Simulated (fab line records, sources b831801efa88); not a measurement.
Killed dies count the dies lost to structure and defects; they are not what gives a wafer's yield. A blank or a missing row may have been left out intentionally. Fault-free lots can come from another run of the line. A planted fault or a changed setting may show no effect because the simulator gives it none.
Which of the tools did it? :: flow sky130 :: 15 lots, 42 wafers sampled, at 6 steps of a route of 708

== WHAT THE GAUGES SHOWED, per wafer ==
SKY_NWELL_TW_MEAS_26.
lot: L158
measured: day 5 14:04
on: film_metro-02
NWELL_2_TW: 490.7 491.8 490.9

lot: L159
measured: day 5 21:15
on: film_metro-03
NWELL_2_TW: 493.2 492.2 489.3

lot: L160
measured: day 6 05:20
on: film_metro-02
NWELL_2_TW: 490.3 493.1 491.2

lot: L161
measured: day 6 06:55
on: film_metro-01
NWELL_2_TW: 490.2 491.5 491.1

lot: L163
measured: day 6 20:02
on: film_metro-02
NWELL_2_TW: 490.9 490.4 489.3

lot: L165
measured: day 7 03:46
on: film_metro-01
NWELL_2_TW: 489.8 489.8 487.5

lot: L166
measured: day 7 13:04
on: film_metro-01
NWELL_2_TW: 489.2 489.9 492.5

lot: L167
measured: day 7 17:13
on: film_metro-01
NWELL_2_TW: 488.3 489.3 489.0

lot: L169
measured: day 8 07:28
on: film_metro-03
NWELL_2_TW: 494.1 495.9 494.4

lot: L170
measured: day 8 13:07
on: film_metro-01
NWELL_2_TW: 494.5 494.0 493.5

lot: L171
measured: day 8 20:16
on: film_metro-01
NWELL_2_TW: 494.3 494.0 496.6

lot: L172
measured: day 9 03:40
on: film_metro-03
NWELL_2_TW: 492.6 492.1 493.0

lot: L175
measured: day 10 03:31
on: film_metro-03
NWELL_2_TW: 496.2 491.8

lot: L176
measured: day 10 04:49
on: film_metro-02
NWELL_2_TW: 495.4 489.6

lot: L178
measured: day 10 22:23
on: film_metro-01
NWELL_2_TW: 490.8 489.8

SKY_VT_ADJUST_NCORE_TW_MEAS_11.
lot: L158
measured: day 8 20:59
on: film_metro-01
VT_ADJUST_NCORE_TW: 219.5 219.8 218.8

lot: L159
measured: day 9 06:23
on: film_metro-01
VT_ADJUST_NCORE_TW: 218.9 217.1 218.0

lot: L160
measured: day 9 16:21
on: film_metro-03
VT_ADJUST_NCORE_TW: 217.9 217.3 216.7

lot: L161
measured: day 9 18:02
on: film_metro-01
VT_ADJUST_NCORE_TW: 216.7 217.0 216.0

lot: L163
measured: day 10 08:16
on: film_metro-04
VT_ADJUST_NCORE_TW: 218.0 218.4 218.0

lot: L165
measured: day 10 18:05
on: film_metro-04
VT_ADJUST_NCORE_TW: 220.2 218.0 219.1

lot: L166
measured: day 11 05:44
on: film_metro-04
VT_ADJUST_NCORE_TW: 217.2 218.5 218.7

lot: L167
measured: day 11 09:11
on: film_metro-04
VT_ADJUST_NCORE_TW: 217.7 217.9 218.1

lot: L169
measured: day 12 02:59
on: film_metro-04
VT_ADJUST_NCORE_TW: 219.2 219.6 218.6

lot: L170
measured: day 12 07:38
on: film_metro-04
VT_ADJUST_NCORE_TW: 218.6 218.9 219.1

lot: L171
measured: day 12 17:20
on: film_metro-03
VT_ADJUST_NCORE_TW: 219.5 218.3 218.0

lot: L172
measured: day 13 01:50
on: film_metro-04
VT_ADJUST_NCORE_TW: 217.8 219.1 218.5

lot: L175
measured: day 14 05:32
on: film_metro-03
VT_ADJUST_NCORE_TW: 219.4 219.8

lot: L176
measured: day 14 06:50
on: film_metro-01
VT_ADJUST_NCORE_TW: 215.9 215.5

lot: L178
measured: day 15 02:03
on: film_metro-03
VT_ADJUST_NCORE_TW: 217.8 217.4

SKY_LDD_HVP_TW_MEAS_10.
lot: L158
measured: day 21 23:46
on: film_metro-02
LDD_HVP_TW: 452.3 450.2 451.9

lot: L159
measured: day 22 07:42
on: film_metro-03
LDD_HVP_TW: 456.1 456.3 454.3

lot: L160
measured: day 23 09:23
on: film_metro-04
LDD_HVP_TW: 451.8 451.7 453.8

lot: L161
measured: day 23 10:14
on: film_metro-02
LDD_HVP_TW: 453.3 453.7 453.2

lot: L163
measured: day 23 20:05
on: film_metro-02
LDD_HVP_TW: 453.2 455.6 453.9

lot: L165
measured: day 24 11:46
on: film_metro-02
LDD_HVP_TW: 455.2 451.5 454.6

lot: L166
measured: day 24 23:37
on: film_metro-04
LDD_HVP_TW: 454.7 457.3 455.6

lot: L167
measured: day 25 03:40
on: film_metro-02
LDD_HVP_TW: 453.3 453.8 454.5

lot: L169
measured: day 26 05:48
on: film_metro-03
LDD_HVP_TW: 457.1 455.5 456.7

lot: L170
measured: day 26 07:42
on: film_metro-02
LDD_HVP_TW: 451.2 452.9 451.9

lot: L171
measured: day 26 16:01
on: film_metro-03
LDD_HVP_TW: 455.2 454.9 456.5

lot: L172
measured: day 27 05:40
on: film_metro-03
LDD_HVP_TW: 455.7 456.4 457.6

lot: L175
measured: day 28 10:55
on: film_metro-03
LDD_HVP_TW: 477.3 476.6

lot: L176
measured: day 28 13:52
on: film_metro-03
LDD_HVP_TW: 479.2 453.1

lot: L178
measured: day 29 04:51
on: film_metro-04
LDD_HVP_TW: 474.6 451.6

== EACH LOT AND THE TOOL THAT RAN IT (in order: tool; ch and the chambers of the sampled wafers; start) ==
lot: L158
SKY_VT_ADJUST_LVTN_STRIP_20: plasma_asher-02 ch 1, day 7 23:31
SKY_LDD_HVN_COAT_02: litho_track-04 ch 0, day 20 00:17
SKY_LDD_HVN_STRIP_09: plasma_asher-04 ch 0,1, day 20 16:10

lot: L159
SKY_VT_ADJUST_LVTN_STRIP_20: plasma_asher-02 ch 0,1, day 8 08:22
SKY_LDD_HVN_COAT_02: litho_track-04 ch 0, day 20 09:01
SKY_LDD_HVN_STRIP_09: plasma_asher-02 ch 0,1, day 21 00:52

lot: L160
SKY_VT_ADJUST_LVTN_STRIP_20: plasma_asher-04 ch 0,1, day 8 18:39
SKY_LDD_HVN_COAT_02: litho_track-02 ch 0, day 21 11:17
SKY_LDD_HVN_STRIP_09: plasma_asher-03 ch 0,1, day 22 02:54

lot: L161
SKY_VT_ADJUST_LVTN_STRIP_20: plasma_asher-01 ch 0, day 8 19:19
SKY_LDD_HVN_COAT_02: litho_track-04 ch 0, day 21 11:44
SKY_LDD_HVN_STRIP_09: plasma_asher-04 ch 0, day 22 03:03

lot: L163
SKY_VT_ADJUST_LVTN_STRIP_20: plasma_asher-01 ch 0,1, day 9 09:51
SKY_LDD_HVN_COAT_02: litho_track-03 ch 0, day 21 21:46
SKY_LDD_HVN_STRIP_09: plasma_asher-03 ch 0,1, day 22 13:23

lot: L165
SKY_VT_ADJUST_LVTN_STRIP_20: plasma_asher-02 ch 0,1, day 9 19:22
SKY_LDD_HVN_COAT_02: litho_track-04 ch 0, day 22 13:28
SKY_LDD_HVN_STRIP_09: plasma_asher-03 ch 0, day 23 05:06

lot: L166
SKY_VT_ADJUST_LVTN_STRIP_20: plasma_asher-02 ch 0,1, day 10 06:28
SKY_LDD_HVN_COAT_02: litho_track-02 ch 0, day 23 01:52
SKY_LDD_HVN_STRIP_09: plasma_asher-04 ch 0,1, day 23 17:24

lot: L167
SKY_VT_ADJUST_LVTN_STRIP_20: plasma_asher-01 ch 0,1, day 10 10:21
SKY_LDD_HVN_COAT_02: litho_track-02 ch 0, day 23 07:26
SKY_LDD_HVN_STRIP_09: plasma_asher-02 ch 0,1, day 23 22:46

lot: L169
SKY_VT_ADJUST_LVTN_STRIP_20: plasma_asher-01 ch 0,1, day 11 02:28
SKY_LDD_HVN_COAT_02: litho_track-02 ch 0, day 24 08:44
SKY_LDD_HVN_STRIP_09: plasma_asher-02 ch 0,1, day 24 23:48

lot: L170
SKY_VT_ADJUST_LVTN_STRIP_20: plasma_asher-01 ch 0,1, day 11 07:42
SKY_LDD_HVN_COAT_02: litho_track-04 ch 0, day 24 11:28
SKY_LDD_HVN_STRIP_09: plasma_asher-02 ch 0,1, day 25 02:09

lot: L171
SKY_VT_ADJUST_LVTN_STRIP_20: plasma_asher-04 ch 1, day 11 16:46
SKY_LDD_HVN_COAT_02: litho_track-04 ch 0, day 24 19:55
SKY_LDD_HVN_STRIP_09: plasma_asher-04 ch 0,1, day 25 10:21

lot: L172
SKY_VT_ADJUST_LVTN_STRIP_20: plasma_asher-01 ch 0,1, day 12 00:52
SKY_LDD_HVN_COAT_02: litho_track-02 ch 0, day 25 09:41
SKY_LDD_HVN_STRIP_09: plasma_asher-03 ch 0,1, day 26 00:57

lot: L175
SKY_VT_ADJUST_LVTN_STRIP_20: plasma_asher-02 ch 0, day 13 03:37
SKY_LDD_HVN_COAT_02: litho_track-04 ch 0, day 26 15:17
SKY_LDD_HVN_STRIP_09: plasma_asher-03 ch 1, day 27 05:54

lot: L176
SKY_VT_ADJUST_LVTN_STRIP_20: plasma_asher-02 ch 1, day 13 04:27
SKY_LDD_HVN_COAT_02: litho_track-04 ch 0, day 26 18:08
SKY_LDD_HVN_STRIP_09: plasma_asher-04 ch 1, day 27 09:03

lot: L178
SKY_VT_ADJUST_LVTN_STRIP_20: plasma_asher-01 ch 0, day 13 23:32
SKY_LDD_HVN_COAT_02: litho_track-04 ch 0, day 27 09:14
SKY_LDD_HVN_STRIP_09: plasma_asher-04 ch 1, day 27 23:56
- SKY_VT_ADJUST_LVTN_STRIP_20: strips in O2/N2.
- SKY_LDD_HVN_COAT_02: resist thk 300 nm.
- SKY_LDD_HVN_STRIP_09: strips in O2/N2.

== AS READ BY THE TOOLS THEMSELVES (means over the sampled wafers that have a number; for cases with no such wafer, the mark the record gives instead) ==
SKY_VT_ADJUST_LVTN_STRIP_20.
lot: L158
tool: plasma_asher-02
drypump_motor_current_A (A): 5.2
o2_flow_sccm (sccm): 2999
oes_product_au (a.u.): 0.721
strip_time_to_endpoint_s (s): 14.19

lot: L159
tool: plasma_asher-02
drypump_motor_current_A (A): 5.9
o2_flow_sccm (sccm): 3000
oes_product_au (a.u.): 0.711
strip_time_to_endpoint_s (s): 14.25

lot: L160
tool: plasma_asher-04
drypump_motor_current_A (A): 5.8
o2_flow_sccm (sccm): 3006
oes_product_au (a.u.): 0.718
strip_time_to_endpoint_s (s): 14.23

lot: L161
tool: plasma_asher-01
drypump_motor_current_A (A): 5.5
o2_flow_sccm (sccm): 3002
oes_product_au (a.u.): 0.717
strip_time_to_endpoint_s (s): 14.19

lot: L163
tool: plasma_asher-01
drypump_motor_current_A (A): 5.7
o2_flow_sccm (sccm): 2999
oes_product_au (a.u.): 0.714
strip_time_to_endpoint_s (s): 14.17

lot: L165
tool: plasma_asher-02
drypump_motor_current_A (A): 5.9
o2_flow_sccm (sccm): 3002
oes_product_au (a.u.): 0.718
strip_time_to_endpoint_s (s): 14.17

lot: L166
tool: plasma_asher-02
drypump_motor_current_A (A): 5.9
o2_flow_sccm (sccm): 2994
oes_product_au (a.u.): 0.713
strip_time_to_endpoint_s (s): 14.16

lot: L167
tool: plasma_asher-01
drypump_motor_current_A (A): 5.7
o2_flow_sccm (sccm): 3004
oes_product_au (a.u.): 0.718
strip_time_to_endpoint_s (s): 14.19

lot: L169
tool: plasma_asher-01
drypump_motor_current_A (A): 5.7
o2_flow_sccm (sccm): 3006
oes_product_au (a.u.): 0.714
strip_time_to_endpoint_s (s): 14.23

lot: L170
tool: plasma_asher-01
drypump_motor_current_A (A): 5.7
o2_flow_sccm (sccm): 3005
oes_product_au (a.u.): 0.717
strip_time_to_endpoint_s (s): 14.16

lot: L171
tool: plasma_asher-04
drypump_motor_current_A (A): 5.5
o2_flow_sccm (sccm): 3006
oes_product_au (a.u.): 0.716
strip_time_to_endpoint_s (s): 14.14

lot: L172
tool: plasma_asher-01
drypump_motor_current_A (A): 5.6
o2_flow_sccm (sccm): 3004
oes_product_au (a.u.): 0.716
strip_time_to_endpoint_s (s): 14.19

lot: L175
tool: plasma_asher-02
drypump_motor_current_A (A): 6.2
o2_flow_sccm (sccm): 2995
oes_product_au (a.u.): 0.714
strip_time_to_endpoint_s (s): 14.15

lot: L176
tool: plasma_asher-02
drypump_motor_current_A (A): 5.2
o2_flow_sccm (sccm): 3006
oes_product_au (a.u.): 0.711
strip_time_to_endpoint_s (s): 14.15

lot: L178
tool: plasma_asher-01
drypump_motor_current_A (A): 5.5
o2_flow_sccm (sccm): 3006
oes_product_au (a.u.): 0.716
strip_time_to_endpoint_s (s): 14.17

SKY_LDD_HVN_STRIP_09.
lot: L158
tool: plasma_asher-04
drypump_motor_current_A (A): 5.8
o2_flow_sccm (sccm): 2995
oes_product_au (a.u.): 0.407
strip_time_to_endpoint_s (s): 4.129

lot: L159
tool: plasma_asher-02
drypump_motor_current_A (A): 5.6
o2_flow_sccm (sccm): 2998
oes_product_au (a.u.): 0.409
strip_time_to_endpoint_s (s): 4.156

lot: L160
tool: plasma_asher-03
drypump_motor_current_A (A): 5.0
o2_flow_sccm (sccm): 3004
oes_product_au (a.u.): 0.409
strip_time_to_endpoint_s (s): 4.142

lot: L161
tool: plasma_asher-04
drypump_motor_current_A (A): 6.0
o2_flow_sccm (sccm): 3004
oes_product_au (a.u.): 0.412
strip_time_to_endpoint_s (s): 4.161

lot: L163
tool: plasma_asher-03
drypump_motor_current_A (A): 5.1
o2_flow_sccm (sccm): 2995
oes_product_au (a.u.): 0.405
strip_time_to_endpoint_s (s): 4.123

lot: L165
tool: plasma_asher-03
drypump_motor_current_A (A): 5.0
o2_flow_sccm (sccm): 2994
oes_product_au (a.u.): 0.404
strip_time_to_endpoint_s (s): 4.138

lot: L166
tool: plasma_asher-04
drypump_motor_current_A (A): 5.8
o2_flow_sccm (sccm): 2992
oes_product_au (a.u.): 0.411
strip_time_to_endpoint_s (s): 4.135

lot: L167
tool: plasma_asher-02
drypump_motor_current_A (A): 5.5
o2_flow_sccm (sccm): 3004
oes_product_au (a.u.): 0.408
strip_time_to_endpoint_s (s): 4.143

lot: L169
tool: plasma_asher-02
drypump_motor_current_A (A): 5.9
o2_flow_sccm (sccm): 3001
oes_product_au (a.u.): 0.411
strip_time_to_endpoint_s (s): 4.132

lot: L170
tool: plasma_asher-02
drypump_motor_current_A (A): 5.9
o2_flow_sccm (sccm): 3003
oes_product_au (a.u.): 0.408
strip_time_to_endpoint_s (s): 4.142

lot: L171
tool: plasma_asher-04
drypump_motor_current_A (A): 5.8
o2_flow_sccm (sccm): 2997
oes_product_au (a.u.): 0.404
strip_time_to_endpoint_s (s): 4.135

lot: L172
tool: plasma_asher-03
drypump_motor_current_A (A): 5.0
o2_flow_sccm (sccm): 2991
oes_product_au (a.u.): 0.403
strip_time_to_endpoint_s (s): 4.143

lot: L175
tool: plasma_asher-03
drypump_motor_current_A (A): 5.1
o2_flow_sccm (sccm): 2998
oes_product_au (a.u.): 0.330
strip_time_to_endpoint_s (s): 2.341

lot: L176
tool: plasma_asher-04
drypump_motor_current_A (A): 5.5
o2_flow_sccm (sccm): 2984
oes_product_au (a.u.): 0.372
strip_time_to_endpoint_s (s): 3.243

lot: L178
tool: plasma_asher-04
drypump_motor_current_A (A): 5.5
o2_flow_sccm (sccm): 3002
oes_product_au (a.u.): 0.376
strip_time_to_endpoint_s (s): 3.231

== THE ANSWER, worked out from the rows above alone ==
Rule: usual is defined by the lots themselves. The widest of any qualifying gaps counts: lots, ordered by their means at a reading, are off when they make up no more than a third of the lots, leave a main group of 4 or more, and stand apart from it by 3 or more times the standard deviation of that group's means. A main group whose means are all the same, to the digits that the tables above print for the reading, isn't used. A lot without any number at a reading at which 4 lots or more have one is off too. Any other lot the step has rows for is counted as sound. Order of review: gauges by route order, followed by the tools' own readings, for which a lot's mean as printed above is used. The first step at which some lot is off is used, and at that step the reading that is off furthest; a lot without a number counts as furthest.
Off: L175, L176, L178, seen at SKY_LDD_HVP_TW_MEAS_10 (LDD_HVP_TW). Main group: mean 454.3, sd 1.7.
If a tool, at a process step before that reading, ran all the lots that are off and no sound lot after the first of them, it fits. The gauges at SKY_LDD_HVP_TW_MEAS_10 aren't tried: what is off there is off at SKY_LDD_HVN_STRIP_09 too, on other tools, and a gauge's error can't cause that. One fits: SKY_LDD_HVN_COAT_02 on litho_track-04. A fault onset in the window from L171 (day 24 19:55, its last sound lot) to L175 (day 26 15:17, its first lot off) fits.

== WHAT THE SIMULATOR HAD INSERTED ==
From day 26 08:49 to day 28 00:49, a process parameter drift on litho_track-04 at SKY_LDD_HVN_COAT_02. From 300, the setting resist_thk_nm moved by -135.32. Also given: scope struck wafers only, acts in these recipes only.
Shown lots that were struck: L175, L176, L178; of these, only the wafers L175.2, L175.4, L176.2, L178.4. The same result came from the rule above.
